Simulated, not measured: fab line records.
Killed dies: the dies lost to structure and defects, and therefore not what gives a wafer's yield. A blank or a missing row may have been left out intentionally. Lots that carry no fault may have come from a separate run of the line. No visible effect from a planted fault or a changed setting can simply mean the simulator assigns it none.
Which tool did it? + flow sky130 + Sampling: 12 lots, 36 wafers, 2 of 708 route steps

WHAT THE GAUGES READ, wafer by wafer
SKY_METAL3_OVL_MEAS_14.
| lot  | measured     | on         | METAL3_OVL (nm) |
|------|--------------|------------|-----------------|
| L508 | day 37 20:11 | overlay-01 | 0 -2 -7         |
| L509 | day 38 15:26 | overlay-02 | 1 -1 -2         |
| L511 | day 39 02:22 | overlay-01 | 3 0 2           |
| L512 | day 40 07:14 | overlay-01 | 2 5 8           |
| L513 | day 40 15:03 | overlay-01 | 8 6 5           |
| L515 | day 40 19:12 | overlay-02 | -5 -3 1         |
| L517 | day 41 05:37 | overlay-01 | 1 0 4           |
| L519 | day 41 12:06 | overlay-02 | -2 2 1          |
| L520 | day 41 22:52 | overlay-01 | -4 5 -2         |
| L522 | day 42 15:24 | overlay-02 | 6 9 6           |
| L524 | day 43 12:20 | overlay-02 | 8 1 5           |
| L525 | day 43 17:36 | overlay-02 | 1 2 2           |

SKY_VIA3_THK_MEAS_01.
| lot  | measured     | on            | VIA3_HDPCVD_THK (nm) |
|------|--------------|---------------|----------------------|
| L508 | day 37 21:27 | film metro-04 | 1628 1638 1621       |
| L509 | day 38 16:44 | film metro-02 | 1600 1603 1604       |
| L511 | day 39 03:29 | film metro-02 | 1634 1637 1620       |
| L512 | day 40 08:29 | film metro-02 | 1662 1647 1646       |
| L513 | day 40 16:37 | film metro-04 | 1651 1630 1644       |
| L515 | day 40 20:27 | film metro-03 | 1606 1601 1627       |
| L517 | day 41 06:47 | film metro-02 | 1639 1632 1626       |
| L519 | day 41 13:22 | film metro-02 | 1640 1640 1652       |
| L520 | day 42 00:02 | film metro-03 | 1639 1633 1640       |
| L522 | day 42 16:31 | film metro-04 | 1671 1625 1650       |
| L524 | day 43 13:28 | film metro-03 | 1596 1615 1622       |
| L525 | day 43 18:46 | film metro-02 | 1635 1646 1604       |

EACH LOT AND THE TOOL THAT RAN IT (in order: tool; ch and the chambers of the sampled wafers; start)
The record shows no process step preceding these readings.

AS READ BY THE TOOLS THEMSELVES (means over the sampled wafers that have a number; for cases with no such wafer, the mark the record gives instead)
The record holds no such reading with a usual standard deviation.

THE ANSWER, worked out from the rows above alone
Rule: the usual values come from the lots themselves. Put in order of their means at a reading, lots are off if they are a third of the lots or fewer, leave a main group of 4 or more, and stand apart from it by a gap of 3 or more times the standard deviation of the main group's means; of several such gaps the widest counts. A main group whose means are all the same, to the digits that the tables above print for the reading, isn't used. Also off: a lot with no number at a reading for which 4 or more lots have one. Where the step has rows for the other lots, those lots are counted as sound. Order of review: gauges by route order, followed by the tools' own readings, for which a lot's mean as printed above is used. The first step at which some lot is off is used, and at that step the reading that is off furthest; a lot without a number counts as furthest.
Nothing can be told from this: no lot is off at any reading shown.

WHAT THE SIMULATOR HAD INSERTED
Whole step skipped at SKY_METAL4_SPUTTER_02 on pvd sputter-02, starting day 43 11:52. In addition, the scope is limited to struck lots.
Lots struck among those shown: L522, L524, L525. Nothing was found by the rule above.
